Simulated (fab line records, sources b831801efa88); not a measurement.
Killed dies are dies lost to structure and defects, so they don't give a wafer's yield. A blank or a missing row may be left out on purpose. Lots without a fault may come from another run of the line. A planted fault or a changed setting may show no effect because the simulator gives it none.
Which tool did it? | flow gf180mcu | 14 lots, 42 wafers sampled, at 3 steps of a route of 602

WHAT THE GAUGES READ, wafer by wafer
GF_MIM_THK_MEAS_11: measures by xrf.
lot  | measured     | on            | MIM_ALCU_THK (nm)
L591 | day 24 13:38 | film_metro-01 | 212 212 210
L592 | day 24 20:52 | film_metro-01 | 219 214 212
L593 | day 25 05:17 | film_metro-03 | 212 218 211
L594 | day 25 14:11 | film_metro-04 | 218 210 214
L596 | day 26 10:13 | film_metro-03 | 206 207 206
L601 | day 28 03:18 | film_metro-03 | 208 217 212
L602 | day 28 09:56 | film_metro-03 | 212 213 209
L603 | day 28 12:59 | film_metro-04 | 215 210 212
L604 | day 29 02:13 | film_metro-01 | 210 211 211
L605 | day 29 06:43 | film_metro-01 | 209 216 213
L607 | day 29 20:57 | film_metro-01 | 211 206 211
L611 | day 30 20:55 | film_metro-04 | 211 215 214
L612 | day 31 00:49 | film_metro-01 | 209 205 210
L614 | day 31 18:37 | film_metro-04 | 213 208 210

WHICH TOOL RAN EACH LOT (tool, then ch and the chambers of the sampled wafers, then the start)
lot  | GF_MIM_SPUTTER_02            | GF_MIM_SPUTTER_03
L591 | pvd_sputter-01, day 24 13:11 | pvd_sputter-01, day 24 13:13
L592 | pvd_sputter-04, day 24 20:28 | pvd_sputter-04, day 24 20:29
L593 | pvd_sputter-04, day 25 04:53 | pvd_sputter-04, day 25 04:55
L594 | pvd_sputter-04, day 25 13:47 | pvd_sputter-04, day 25 13:49
L596 | pvd_sputter-02, day 26 09:47 | pvd_sputter-02, day 26 09:49
L601 | pvd_sputter-04, day 28 02:53 | pvd_sputter-04, day 28 02:55
L602 | pvd_sputter-04, day 28 09:31 | pvd_sputter-04, day 28 09:32
L603 | pvd_sputter-02, day 28 12:34 | pvd_sputter-02, day 28 12:37
L604 | pvd_sputter-01, day 29 01:49 | pvd_sputter-01, day 29 01:50
L605 | pvd_sputter-02, day 29 06:19 | pvd_sputter-02, day 29 06:20
L607 | pvd_sputter-04, day 29 20:32 | pvd_sputter-04, day 29 20:34
L611 | pvd_sputter-04, day 30 20:30 | pvd_sputter-04, day 30 20:32
L612 | pvd_sputter-02, day 31 00:24 | pvd_sputter-02, day 31 00:26
L614 | pvd_sputter-01, day 31 18:11 | pvd_sputter-01, day 31 18:13
- GF_MIM_SPUTTER_02: material AlCu, target thk 450 nm, time 23.9 s.
- GF_MIM_SPUTTER_03: material Ti, target thk 10 nm, time 6.7 s.

WHAT THE TOOLS THEMSELVES READ (means of the sampled wafers that have a number; where no wafer has one, the mark that the record gives instead)
GF_MIM_SPUTTER_02.
lot  | tool           | throttle_valve_pct (%)
L591 | pvd_sputter-01 | 30.6
L592 | pvd_sputter-04 | 30.0
L593 | pvd_sputter-04 | 30.3
L594 | pvd_sputter-04 | 29.5
L596 | pvd_sputter-02 | 29.6
L601 | pvd_sputter-04 | 29.1
L602 | pvd_sputter-04 | 29.7
L603 | pvd_sputter-02 | 30.5
L604 | pvd_sputter-01 | 30.4
L605 | pvd_sputter-02 | 30.4
L607 | pvd_sputter-04 | 30.8
L611 | pvd_sputter-04 | 29.8
L612 | pvd_sputter-02 | 29.4
L614 | pvd_sputter-01 | 30.7

GF_MIM_SPUTTER_03.
lot  | tool           | throttle_valve_pct (%)
L591 | pvd_sputter-01 | 30.7
L592 | pvd_sputter-04 | 30.1
L593 | pvd_sputter-04 | 30.3
L594 | pvd_sputter-04 | 29.6
L596 | pvd_sputter-02 | 29.7
L601 | pvd_sputter-04 | 28.8
L602 | pvd_sputter-04 | 29.7
L603 | pvd_sputter-02 | 30.6
L604 | pvd_sputter-01 | 30.3
L605 | pvd_sputter-02 | 30.3
L607 | pvd_sputter-04 | 30.7
L611 | pvd_sputter-04 | 29.8
L612 | pvd_sputter-02 | 29.6
L614 | pvd_sputter-01 | 30.8

THE ANSWER, worked out from the rows above alone
Rule: what is usual is taken from the lots themselves. Put in order of their means at a reading, lots are off if they are a third of the lots or fewer, leave a main group of 4 or more, and stand apart from it by a gap of 3 or more times the standard deviation of the main group's means; of several such gaps the widest counts. A main group whose means are all the same, to the digits that the tables above print for the reading, isn't used. A lot without any number at a reading at which 4 lots or more have one is off too. The other lots that the step has rows for count as sound. The gauges are gone through in route order, then the tools' own readings, and for those a lot's mean is taken as printed above. The first step at which some lot is off is used, and at that step the reading that is off furthest; a lot without a number counts as furthest.
No lot is off at any reading shown: from this, nothing can be told.

WHAT THE SIMULATOR HAD PUT IN
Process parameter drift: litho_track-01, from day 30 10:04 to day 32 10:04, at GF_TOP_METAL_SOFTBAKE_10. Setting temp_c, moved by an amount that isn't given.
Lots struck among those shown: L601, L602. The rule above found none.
